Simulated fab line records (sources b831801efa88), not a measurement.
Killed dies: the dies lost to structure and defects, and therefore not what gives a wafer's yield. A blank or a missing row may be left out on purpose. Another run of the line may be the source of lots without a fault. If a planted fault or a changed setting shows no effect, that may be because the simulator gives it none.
Struck lot and sound lot, side by side -- flow sky130 -- 35 steps out of a route of 708
Sound: the wafers L273.3, L273.5, L273.6. Struck: wafer L269.6 (L269.3, L269.5, from the same lot, were not struck and are left out); the cause is given at the end.
For every step that has rows: the tool of each side, followed by ch and its chambers, followed by its first start. Under that, the readings that differ: sound wafers -- struck wafers -- difference of the means -- sigmas: that difference in standard deviations of wafers without a fault.
alike: a reading whose means differ by less than 2 such deviations, as well as words and numbers matching on both sides. not compared: withheld readings; readings where some wafer has no value; bounds like >300 that might hide an equal value; numbers whose values overlap and for which the record gives no deviation.
Wherever a step has rows on one side only, a row that says differs or no value, or a row with sigmas, the two part there. When numbers do not overlap yet have no deviation, they are printed without sigmas and do not part them. A reading missing from all wafers of one side parts the sides only when that side holds two or more wafers.

first, 5 steps without rows for these wafers: SKY_METAL5_SOFTBAKE_10 (time 60 s); SKY_METAL5_EXPOSE_11 (exposes mask MM5, target cd 1600 nm); SKY_METAL5_PEB_12; SKY_METAL5_DEVELOP_13 (develop time 60 s); SKY_METAL5_DESCUM_14 (chemistry O2, time 11 s).
SKY_METAL5_METAL_ETCH_15: etches the open film in Cl2/BCl3, stops on SiO2, target depth 1260 nm, time 252 s.
  sound on rie metal-03 ch 0,1, day 47 21:26; struck on rie metal-03 ch 1, day 47 09:53
  alike: drypump motor current A, he backside leak sccm, oes product au, throttle valve pct
  not compared: rf hours counter h
SKY_METAL5_STRIP_16: strips in O2/N2.
  sound on plasma asher-01 ch 0,1, day 47 21:38; struck on plasma asher-02 ch 1, day 47 10:05
  alike: drypump motor current A, oes product au, strip time to endpoint s
  not compared: rf hours counter h
then, 3 steps without rows for these wafers: SKY_METAL5_STRIP_17 (strips in post etch residue remover, time 1200 s); SKY_METAL5_CLEAN_18 (cleans in IPA, time 180 s); SKY_METAL5_CLEAN_19 (cleans in O3/DIW).
SKY_PASSIVATION_CVD_00: deposits SiO2, target thk 90 nm.
  sound on pecvd-04 ch 0,1,2, day 47 22:14; struck on pecvd-04 ch 1, day 47 10:41
  alike: heater power w, rf fwd power W
SKY_PASSIVATION_THK_MEAS_01:
  sound on film metro-04, day 47 22:16; struck on film metro-04, day 47 10:43
  alike: PASSIVATION_CVD_00_THK
SKY_PASSIVATION_CVD_02: deposits Si3N4, target thk 540 nm.
  sound on pecvd-03 ch 0,1, day 47 22:19; struck on pecvd-02 ch 0, day 47 10:46
reading,sound,struck,difference,sigmas
rf fwd power W (W),451.3 448.8 448.9,268.7,-181.0,-99 or more
model.Si3N4_of_PASSIVATION_CVD_02.thk nm (nm),526.8 550.1 537.5,470.9,-67.2,
  alike: heater power w
SKY_PASSIVATION_THK_MEAS_03:
  sound on film metro-04, day 47 22:34; struck on film metro-02, day 47 11:00
reading,sound,struck,difference,sigmas
PASSIVATION_CVD_02_THK (nm),527 551 537,471,-67,-10
then, 7 steps without rows for these wafers: SKY_PASSIVATION_DEHYDRATE_04 (time 60 s); SKY_PASSIVATION_HMDS_05 (prime time 60 s); SKY_PASSIVATION_COAT_06 (resist thk 3000 nm); SKY_PASSIVATION_SOFTBAKE_07; SKY_PASSIVATION_EXPOSE_08 (exposes mask NSM, target cd 3000 nm); SKY_PASSIVATION_PEB_09; SKY_PASSIVATION_DEVELOP_10 (develop time 60 s).
SKY_PASSIVATION_ETCH_11: etches the open film in CF4/O2, stops on AlCu, target depth 725 nm, time 161.1 s.
  sound on rie diel-04 ch 1,2, day 48 16:41; struck on rie diel-04 ch 2, day 48 06:16
reading,sound,struck,difference,sigmas
oes product au (a.u.),0.960 0.971 0.972,0.922,-0.046,-6
throttle valve pct (%),5.975 5.983 5.968,5.953,-0.022,-2
model.etch.depth nm (nm),691.7 705.7 702.2,637.1,-62.8,
model.PASSIVATION.feature depth nm (nm),691.7 705.7 702.2,637.1,-62.8,
  alike: drypump motor current A
  not compared: rf hours counter h
SKY_PASSIVATION_STRIP_12: strips in O2/N2.
  sound on plasma asher-02 ch 0,1, day 48 16:50; struck on plasma asher-03 ch 0, day 48 06:24
  alike: drypump motor current A, oes product au, strip time to endpoint s
  not compared: rf hours counter h
then, 7 steps without rows for these wafers: SKY_PAD_OPEN_DEHYDRATE_00 (time 60 s); SKY_PAD_OPEN_HMDS_01 (prime time 60 s); SKY_PAD_OPEN_COAT_02 (resist thk 3000 nm); SKY_PAD_OPEN_SOFTBAKE_03; SKY_PAD_OPEN_EXPOSE_04 (exposes mask PDM, target cd 60000 nm); SKY_PAD_OPEN_PEB_05; SKY_PAD_OPEN_DEVELOP_06 (develop time 60 s).
SKY_PAD_OPEN_ETCH_07: etches the open film in CF4/O2, stops on AlCu, target depth 725 nm, time 161.1 s.
  sound on rie diel-02 ch 1,3, day 49 10:38; struck on rie diel-01 ch 1, day 49 00:47
reading,sound,struck,difference,sigmas
oes product au (a.u.),0.969 0.981 0.974,0.921,-0.054,-7
throttle valve pct (%),5.968 5.963 5.980,5.948,-0.022,-2
model.etch.depth nm (nm),691.7 715.3 702.2,637.1,-66.0,
model.PAD_OPEN.feature depth nm (nm),691.7 715.3 702.2,637.1,-66.0,
  alike: drypump motor current A
  not compared: rf hours counter h
SKY_PAD_OPEN_STRIP_08: strips in O2/N2.
  sound on plasma asher-02 ch 0,1, day 49 10:47; struck on plasma asher-03 ch 1, day 49 00:56
  alike: drypump motor current A, oes product au, strip time to endpoint s
  not compared: rf hours counter h
SKY_PAD_OPEN_STRIP_09: strips in post etch residue remover, time 1200 s.
  sound on wet bench-01 ch 1, day 49 10:51; struck on wet bench-04 ch 0, day 49 01:00
reading,sound,struck,difference,sigmas
model.Si3N4_of_PASSIVATION_CVD_02.thk nm (nm),526.5 549.8 537.1,470.6,-67.2,
  alike: bath heat duty pct
then, 1 step without rows for these wafers: SKY_PAD_OPEN_CLEAN_10 (cleans in IPA, time 180 s).
SKY_PAD_OPEN_PROBE_99:
  sound on prober-02, day 49 13:04; struck on prober-01, day 49 03:25
  alike: defect limited yield, killed_at_M0_to_M3, killed_at_M4_up, killed at contacts, killed at front end, killed at other, killed dies, killed open, killed short, sort_bin_3_pad_short, sort_bin_5_function, sort_bin_6_memory, sort n pass, sort yield pct

== WHERE THEY PART ==
At SKY_PASSIVATION_CVD_02 first; at SKY_PAD_OPEN_ETCH_07 last (within this record only). Later steps at which nothing parts them and some readings are alike: SKY_PAD_OPEN_STRIP_08, SKY_PAD_OPEN_STRIP_09, SKY_PAD_OPEN_PROBE_99.

WHY: whatever the simulator had introduced
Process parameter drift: pecvd-02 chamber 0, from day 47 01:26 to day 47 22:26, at SKY_PASSIVATION_CVD_02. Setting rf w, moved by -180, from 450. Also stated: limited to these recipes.
